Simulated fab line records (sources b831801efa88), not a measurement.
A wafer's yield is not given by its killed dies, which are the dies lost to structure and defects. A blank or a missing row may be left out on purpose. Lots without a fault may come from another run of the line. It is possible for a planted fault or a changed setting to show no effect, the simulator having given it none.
Chamber matching | flow gf180mcu | GF_V5_ETCH_16 on rieDiel-02: 4 sister chambers
The step etches BARC in N2/H2. 4 wafers are shown with their chamber, then 7 later ones without.

== WAFERS WITH THEIR CHAMBER ==
wafer  | chamber | drypumpMotorCurrentA (A)
L082.2 | 0       | 5.6
L086.4 | 1       | 5.5
L088.2 | 2       | 5.3
L088.3 | 3       | 6.6

== WAFERS WITH NO CHAMBER GIVEN ==
wafer  | drypumpMotorCurrentA (A)
L088.5 | 5.7
L094.1 | 6.5
L094.2 | 5.6
L094.6 | 5.6
L096.2 | 5.6
L096.3 | 5.6
L096.4 | 6.5

== WHICH CHAMBER EACH WENT THROUGH ==
wafer  | from the rows above     | in truth
L088.5 | can't be placed: 0 or 1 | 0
L094.1 | 3                       | 3
L094.2 | can't be placed: 0 or 1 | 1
L094.6 | can't be placed: 0 or 1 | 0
L096.2 | can't be placed: 0 or 1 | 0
L096.3 | can't be placed: 0 or 1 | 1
L096.4 | 3                       | 3
Correctly placed: 2 of 7. Cannot be placed on the basis of these rows: 5; the candidates contain the true chamber in 5. 0 placed wrongly.
How it was worked out, from the rows above alone: a wafer's distance from a chamber is the root of the sum, over the readings, of the square of ((its reading less the chamber's mean) divided by the reading's scatter). The wafer belongs to the nearest chamber; if the next one is less than 2 further off, it can't be placed. For every chamber, the mean is computed from those of its wafers that are shown. The scatter: with one shown wafer a chamber, the root of the mean of the squares of how far each hidden wafer lies from its nearest shown one.
